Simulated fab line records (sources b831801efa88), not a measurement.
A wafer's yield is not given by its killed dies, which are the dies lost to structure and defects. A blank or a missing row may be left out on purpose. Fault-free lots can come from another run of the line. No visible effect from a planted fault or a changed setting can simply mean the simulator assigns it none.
What tool caused it? :: flow sky130 :: 39 wafers from 13 lots sampled at 2 of the route's 708 steps

WHAT THE GAUGES READ, wafer by wafer
SKY_VIA2_BOW_MEAS_03. Usual: VIA2_BOW gives 86 um (standard deviation 6.8).
lot: L563
measured: day 35 12:49
on: film-metro-02
VIA2_BOW (um): 91 80 91
flag: 

lot: L566
measured: day 36 23:14
on: film-metro-02
VIA2_BOW (um): 79 97 85
flag: 

lot: L570
measured: day 38 20:09
on: film-metro-04
VIA2_BOW (um): 93 82 92
flag: 

lot: L571
measured: day 38 22:54
on: film-metro-04
VIA2_BOW (um): 96 81 78
flag: 

lot: L574
measured: day 39 01:37
on: film-metro-01
VIA2_BOW (um): 87 99 84
flag: 

lot: L573
measured: day 39 01:59
on: film-metro-02
VIA2_BOW (um): 82 82 78
flag: 

lot: L576
measured: day 39 13:08
on: film-metro-04
VIA2_BOW (um): 88 83 95
flag: 

lot: L578
measured: day 40 08:15
on: film-metro-02
VIA2_BOW (um): 83 94 95
flag: 

lot: L579
measured: day 40 22:02
on: film-metro-01
VIA2_BOW (um): 81 78 89
flag: 

lot: L581
measured: day 41 02:57
on: film-metro-01
VIA2_BOW (um): 85 92 86
flag: 

lot: L582
measured: day 41 04:29
on: film-metro-01
VIA2_BOW (um): 94 89 83
flag: 

lot: L585
measured: day 42 04:23
on: film-metro-02
VIA2_BOW (um): 78 74 82
flag: 

lot: L586
measured: day 42 08:32
on: film-metro-02
VIA2_BOW (um): 73 78 81
flag: 

SKY_VIA2_OVL_MEAS_13. Usual: VIA2_OVL gives -1 nm (standard deviation 6).
lot: L563
measured: day 36 15:28
on: overlay-01
VIA2_OVL (nm): 4 -1 1
flag: 

lot: L566
measured: day 37 23:43
on: overlay-02
VIA2_OVL (nm): 1 1 12
flag: 

lot: L570
measured: day 39 21:58
on: overlay-01
VIA2_OVL (nm): -10 -7 -5
flag: 

lot: L571
measured: day 40 00:31
on: overlay-01
VIA2_OVL (nm): 11 16 8
flag: 

lot: L574
measured: day 40 03:55
on: overlay-01
VIA2_OVL (nm): -6 -10 -4
flag: 

lot: L573
measured: day 40 04:04
on: overlay-02
VIA2_OVL (nm): 3 4 0
flag: 

lot: L576
measured: day 40 13:58
on: overlay-02
VIA2_OVL (nm): 3 -2 -3
flag: 

lot: L578
measured: day 41 08:16
on: overlay-02
VIA2_OVL (nm): -7 -7 -8
flag: 

lot: L579
measured: day 41 21:52
on: overlay-02
VIA2_OVL (nm): -4 -9 -4
flag: 

lot: L581
measured: day 42 03:34
on: overlay-01
VIA2_OVL (nm): 1 0 0
flag: 

lot: L582
measured: day 42 04:27
on: overlay-01
VIA2_OVL (nm): -13 -11 -12
flag: 

lot: L585
measured: day 43 04:51
on: overlay-02
VIA2_OVL (nm): -3 -11 -4
flag: 

lot: L586
measured: day 43 08:55
on: overlay-01
VIA2_OVL (nm): -5 -3 -7
flag: 

WHICH TOOL RAN EACH LOT (tool, then ch and the chambers of the sampled wafers, then the start)
The record shows no process step preceding these readings.

WHAT THE TOOLS THEMSELVES READ (means of the sampled wafers that have a number; where no wafer has one, the mark that the record gives instead)
The record holds no such reading with a usual standard deviation.

THE ANSWER, worked out from the rows above alone
Rule: take the mean of a lot's wafers that have a number; if it is more than 3 standard deviations from the usual mean, the lot is off. A lot without any number at a reading at which 4 lots or more have one is off too. All remaining lots with rows at the step are treated as sound. First the gauges in route order, then the tools' own readings, where a lot's mean is used as printed above. The first step at which some lot is off is used, and at that step the reading that is off furthest; a lot without a number counts as furthest.
None of the lots is off at any reading shown; this tells nothing.

WHAT THE SIMULATOR PUT IN
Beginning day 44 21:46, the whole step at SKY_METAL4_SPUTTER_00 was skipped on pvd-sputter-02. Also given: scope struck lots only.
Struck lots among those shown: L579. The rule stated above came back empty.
